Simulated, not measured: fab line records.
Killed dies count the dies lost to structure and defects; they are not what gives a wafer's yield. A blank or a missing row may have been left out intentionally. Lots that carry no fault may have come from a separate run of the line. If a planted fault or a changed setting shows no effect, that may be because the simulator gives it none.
What tool caused it? -- flow sky130 -- Sampling: 14 lots, 42 wafers, 4 of 708 route steps

== WHAT EACH GAUGE READ, for each wafer ==
Not one reading of a measure or inspect step in the record can be checked against a usual standard deviation.

== EACH LOT AND THE TOOL THAT RAN IT (in order: tool; ch and the chambers of the sampled wafers; start) ==
lot,SKY_FIELD_ISO_ETCH_15,SKY_NWELL_STRIP_25,SKY_VT_ADJUST_NCORE_DEVELOP_06,SKY_VT_ADJUST_HVTR_STRIP_10
L979,"rieDiel-04 ch 0,1,3, day 2 10:32","plasmaAsher-03 ch 1, day 5 12:23","lithoTrack-03 ch 0, day 8 17:24","plasmaAsher-04 ch 0,1, day 9 14:48"
L978,"rieDiel-01 ch 0,2,3, day 2 10:40","plasmaAsher-04 ch 0,1, day 5 12:26","lithoTrack-01 ch 0, day 8 17:57","plasmaAsher-01 ch 0,1, day 9 15:06"
L981,"rieDiel-02 ch 0,1,2, day 2 19:47","plasmaAsher-04 ch 0,1, day 6 00:32","lithoTrack-01 ch 0, day 9 08:33","plasmaAsher-04 ch 0,1, day 10 05:27"
L983,"rieDiel-01 ch 1,3, day 3 05:10","plasmaAsher-03 ch 0,1, day 6 09:15","lithoTrack-01 ch 0, day 9 20:22","plasmaAsher-04 ch 1, day 10 19:52"
L984,"rieDiel-01 ch 0,2,3, day 3 13:14","plasmaAsher-04 ch 0,1, day 6 23:11","lithoTrack-03 ch 0, day 10 10:34","plasmaAsher-01 ch 0, day 11 09:57"
L986,"rieDiel-04 ch 1,3, day 4 02:19","plasmaAsher-03 ch 0, day 7 09:09","lithoTrack-01 ch 0, day 10 21:42","plasmaAsher-04 ch 0,1, day 11 22:04"
L987,"rieDiel-04 ch 0,1,3, day 4 06:50","plasmaAsher-04 ch 0,1, day 7 14:55","lithoTrack-02 ch 0, day 11 04:49","plasmaAsher-01 ch 0,1, day 12 05:47"
L988,"rieDiel-02 ch 2,3, day 4 09:10","plasmaAsher-04 ch 0,1, day 7 18:54","lithoTrack-03 ch 0, day 11 08:42","plasmaAsher-03 ch 0,1, day 12 10:04"
L989,"rieDiel-02 ch 1,2, day 4 15:49","plasmaAsher-04 ch 1, day 8 03:44","lithoTrack-01 ch 0, day 11 20:30","plasmaAsher-03 ch 0,1, day 12 21:54"
L991,"rieDiel-01 ch 0,1,3, day 5 03:49","plasmaAsher-03 ch 0,1, day 8 20:02","lithoTrack-02 ch 0, day 12 15:44","plasmaAsher-01 ch 0,1, day 13 18:00"
L998,"rieDiel-02 ch 0,1,3, day 6 15:14","plasmaAsher-01 ch 0,1, day 10 10:59","lithoTrack-02 ch 0, day 14 15:58","plasmaAsher-03 ch 0,1, day 15 19:21"
L999,"rieDiel-04 ch 0,2, day 6 17:25","plasmaAsher-04 ch 0,1, day 10 12:44","lithoTrack-01, day 14 16:37","plasmaAsher-01 ch 0,1, day 15 20:27"
L100,"rieDiel-01 ch 0,1,3, day 6 23:47","plasmaAsher-03 ch 0,1, day 10 20:05","lithoTrack-01, day 15 01:42","plasmaAsher-03 ch 0,1, day 16 06:13"
L101,"rieDiel-02 ch 1,2,3, day 7 14:35","plasmaAsher-03 ch 0,1, day 11 15:53","lithoTrack-01 ch 0, day 15 23:33","plasmaAsher-01 ch 0,1, day 17 04:03"
- SKY_FIELD_ISO_ETCH_15: etches the open film in CHF3/O2, stops on Si, target depth 180 nm, time 72 s.
- SKY_NWELL_STRIP_25: strips in O2/N2.
- SKY_VT_ADJUST_NCORE_DEVELOP_06: develop time 60 s.
- SKY_VT_ADJUST_HVTR_STRIP_10: strips in O2/N2.

== AS READ BY THE TOOLS THEMSELVES (means over the sampled wafers that have a number; for cases with no such wafer, the mark the record gives instead) ==
SKY_FIELD_ISO_ETCH_15. Usual: drypumpMotorCurrentA 5.7 A, standard deviation 0.31; oesProductAu 0.952 a.u., standard deviation 0.0077; throttleValvePct 8.846 %, standard deviation 0.0091.
lot,tool,drypumpMotorCurrentA (A),oesProductAu (a.u.),throttleValvePct (%),flag
L979,rieDiel-04,5.8,0.949,8.846,
L978,rieDiel-01,5.6,0.941,8.848,
L981,rieDiel-02,5.5,0.951,8.843,
L983,rieDiel-01,5.6,0.946,8.847,
L984,rieDiel-01,5.6,0.957,8.852,
L986,rieDiel-04,5.5,0.953,8.840,
L987,rieDiel-04,5.8,0.958,8.842,
L988,rieDiel-02,5.3,0.963,8.847,
L989,rieDiel-02,5.3,0.948,8.848,
L991,rieDiel-01,5.5,0.957,8.837,
L998,rieDiel-02,5.7,0.961,8.850,
L999,rieDiel-04,6.2,0.947,8.856,
L100,rieDiel-01,5.5,0.942,8.848,
L101,rieDiel-02,5.4,0.958,8.858,

SKY_NWELL_STRIP_25. Usual: drypumpMotorCurrentA 5.9 A, standard deviation 0.41; oesProductAu 0.723 a.u., standard deviation 0.0046; stripTimeToEndpointS 36.91 s, standard deviation 0.099.
lot,tool,drypumpMotorCurrentA (A),oesProductAu (a.u.),stripTimeToEndpointS (s),flag
L979,plasmaAsher-03,6.1,0.724,37.10,
L978,plasmaAsher-04,6.0,0.723,36.83,
L981,plasmaAsher-04,6.0,0.719,37.02,
L983,plasmaAsher-03,5.9,0.722,36.93,
L984,plasmaAsher-04,5.7,0.719,36.96,
L986,plasmaAsher-03,5.5,0.724,36.71,
L987,plasmaAsher-04,6.0,0.723,36.79,
L988,plasmaAsher-04,6.0,0.726,36.97,
L989,plasmaAsher-04,6.3,0.725,36.93,
L991,plasmaAsher-03,5.7,0.724,36.82,
L998,plasmaAsher-01,6.4,0.722,36.97,
L999,plasmaAsher-04,5.7,0.723,37.01,
L100,plasmaAsher-03,5.7,0.724,36.90,
L101,plasmaAsher-03,5.9,0.722,36.83,

SKY_VT_ADJUST_NCORE_DEVELOP_06. Usual: chillPlateTempC 22.96 C, standard deviation 0.097.
lot,tool,chillPlateTempC (C),flag
L979,lithoTrack-03,22.95,
L978,lithoTrack-01,23.06,
L981,lithoTrack-01,22.88,
L983,lithoTrack-01,23.02,
L984,lithoTrack-03,22.96,
L986,lithoTrack-01,22.95,
L987,lithoTrack-02,22.96,
L988,lithoTrack-03,23.01,
L989,lithoTrack-01,22.94,
L991,lithoTrack-02,23.00,
L998,lithoTrack-02,22.96,
L999,lithoTrack-01,-,OFF
L100,lithoTrack-01,-,OFF
L101,lithoTrack-01,22.87,

SKY_VT_ADJUST_HVTR_STRIP_10. Usual: drypumpMotorCurrentA 6.0 A, standard deviation 0.43; oesProductAu 0.715 a.u., standard deviation 0.0044; stripTimeToEndpointS 14.20 s, standard deviation 0.04.
lot,tool,drypumpMotorCurrentA (A),oesProductAu (a.u.),stripTimeToEndpointS (s),flag
L979,plasmaAsher-04,6.0,0.721,14.18,
L978,plasmaAsher-01,6.4,0.710,14.22,
L981,plasmaAsher-04,6.0,0.719,14.17,
L983,plasmaAsher-04,6.3,0.718,14.22,
L984,plasmaAsher-01,6.7,0.712,14.21,
L986,plasmaAsher-04,5.7,0.714,14.13,
L987,plasmaAsher-01,6.2,0.713,14.17,
L988,plasmaAsher-03,5.9,0.710,14.23,
L989,plasmaAsher-03,5.7,0.713,14.23,
L991,plasmaAsher-01,6.2,0.714,14.16,
L998,plasmaAsher-03,5.7,0.715,14.12,
L999,plasmaAsher-01,6.4,0.717,14.19,
L100,plasmaAsher-03,5.8,0.714,14.21,
L101,plasmaAsher-01,6.2,0.716,14.18,

== THE ANSWER, worked out from the rows above alone ==
Rule: take the mean of a lot's wafers that have a number; if it is more than 3 standard deviations from the usual mean, the lot is off. A lot without any number at a reading at which 4 lots or more have one is off too. All remaining lots with rows at the step are treated as sound. After the gauges, taken in route order, come the tools' own readings; for these a lot's mean is taken, as printed above. The first step at which some lot is off is used, and at that step the reading that is off furthest; a lot without a number counts as furthest.
Off: L999, L100, at SKY_VT_ADJUST_NCORE_DEVELOP_06 (chillPlateTempC). Without a number there: L999, L100.
If a tool, at that step or one of the process steps before it, ran each lot that is off and ran no sound lot following the first of them, it fits. Of those tried, none fits.

== WHAT WAS PUT IN BY THE SIMULATOR ==
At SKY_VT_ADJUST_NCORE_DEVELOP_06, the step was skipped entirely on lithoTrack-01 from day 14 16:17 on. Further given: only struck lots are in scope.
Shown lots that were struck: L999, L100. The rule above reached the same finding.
